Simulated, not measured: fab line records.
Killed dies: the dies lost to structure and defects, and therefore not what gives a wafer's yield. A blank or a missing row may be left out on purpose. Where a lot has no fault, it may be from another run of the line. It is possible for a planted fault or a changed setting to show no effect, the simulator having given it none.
Which tool was responsible? | flow sky130 | 13 lots, 39 wafers sampled, at 2 steps of a route of 708

## WHAT THE GAUGES READ, wafer by wafer
SKY_VIA3_BOW_MEAS_03.
lot  | measured     | on            | VIA3_BOW (um)
L143 | day 39 02:47 | film_metro-03 | 84 80 74
L144 | day 39 20:38 | film_metro-01 | 85 79 73
L148 | day 40 23:30 | film_metro-01 | 69 75 72
L149 | day 41 06:38 | film_metro-02 | 61 77 74
L150 | day 41 16:05 | film_metro-02 | 64 59 62
L152 | day 41 18:41 | film_metro-02 | 75 71 88
L159 | day 43 21:58 | film_metro-01 | 80 87 77
L158 | day 44 02:31 | film_metro-02 | 149 130 133
L160 | day 44 03:49 | film_metro-03 | 150 141 141
L161 | day 44 10:50 | film_metro-01 | 155 124 141
L162 | day 44 14:57 | film_metro-03 | 85 83 86
L163 | day 44 16:18 | film_metro-02 | 92 101 101
L164 | day 45 00:12 | film_metro-02 | 85 77 83

## EACH LOT AND THE TOOL THAT RAN IT (in order: tool; ch and the chambers of the sampled wafers; start)
lot  | SKY_VIA3_CMP_02
L143 | cmp-01 ch 1,2, day 39 02:29
L144 | cmp-01 ch 0,1,3, day 39 20:19
L148 | cmp-01 ch 2,3, day 40 23:11
L149 | cmp-02 ch 0,1,3, day 41 06:20
L150 | cmp-01 ch 0,2,3, day 41 15:53
L152 | cmp-01 ch 0,3, day 41 18:25
L159 | cmp-02 ch 0,2, day 43 21:38
L158 | cmp-02 ch 1,2,3, day 44 02:20
L160 | cmp-01 ch 0,2, day 44 03:34
L161 | cmp-02 ch 0,3, day 44 10:32
L162 | cmp-01 ch 0,1,3, day 44 14:38
L163 | cmp-01 ch 0,1,3, day 44 16:00
L164 | cmp-02 ch 0,2,3, day 44 23:57
- SKY_VIA3_CMP_02: polishes SiO2.

## WHAT THE TOOLS THEMSELVES READ (means of the sampled wafers that have a number; where no wafer has one, the mark that the record gives instead)
SKY_VIA3_CMP_02.
lot  | tool   | edge_zone_pressure_frac | head_pressure_psi (psi) | motor_current_A (A)
L143 | cmp-01 | 1.000                   | 3.998                   | 10.8
L144 | cmp-01 | 1.002                   | 4.000                   | 11.7
L148 | cmp-01 | 0.996                   | 3.994                   | 12.1
L149 | cmp-02 | 0.998                   | 3.997                   | 12.6
L150 | cmp-01 | 1.000                   | 4.006                   | 11.9
L152 | cmp-01 | 0.999                   | 4.004                   | 12.7
L159 | cmp-02 | 0.997                   | 4.002                   | 12.6
L158 | cmp-02 | -                       | -                       | -
L160 | cmp-01 | -                       | -                       | -
L161 | cmp-02 | -                       | -                       | -
L162 | cmp-01 | 1.001                   | 4.003                   | 12.0
L163 | cmp-01 | 0.994                   | 3.999                   | 11.7
L164 | cmp-02 | 1.004                   | 3.996                   | 12.6

## THE ANSWER, worked out from the rows above alone
Rule: the lots themselves supply what counts as usual. Put in order of their means at a reading, lots are off if they are a third of the lots or fewer, leave a main group of 4 or more, and stand apart from it by a gap of 3 or more times the standard deviation of the main group's means; of several such gaps the widest counts. Not used: any main group whose means are identical at the precision the tables above print for the reading. A lot without any number at a reading at which 4 lots or more have one is off too. Where the step has rows for the other lots, those lots are counted as sound. The gauges are gone through in route order, then the tools' own readings, and for those a lot's mean is taken as printed above. The first step at which some lot is off is used, and at that step the reading that is off furthest; a lot without a number counts as furthest.
Off: at SKY_VIA3_BOW_MEAS_03 (VIA3_BOW), L158, L160, L161. For the main group the mean is 79 um and the standard deviation 9.1.
If a tool, at a process step before that reading, ran all the lots that are off and no sound lot after the first of them, it fits. Not tried: the gauges at SKY_VIA3_BOW_MEAS_03; whatever is off there is also off at SKY_VIA3_CMP_02, on other tools, and gauge error can't account for it. Of those tried, none fits.

## WHAT THE SIMULATOR HAD PUT IN
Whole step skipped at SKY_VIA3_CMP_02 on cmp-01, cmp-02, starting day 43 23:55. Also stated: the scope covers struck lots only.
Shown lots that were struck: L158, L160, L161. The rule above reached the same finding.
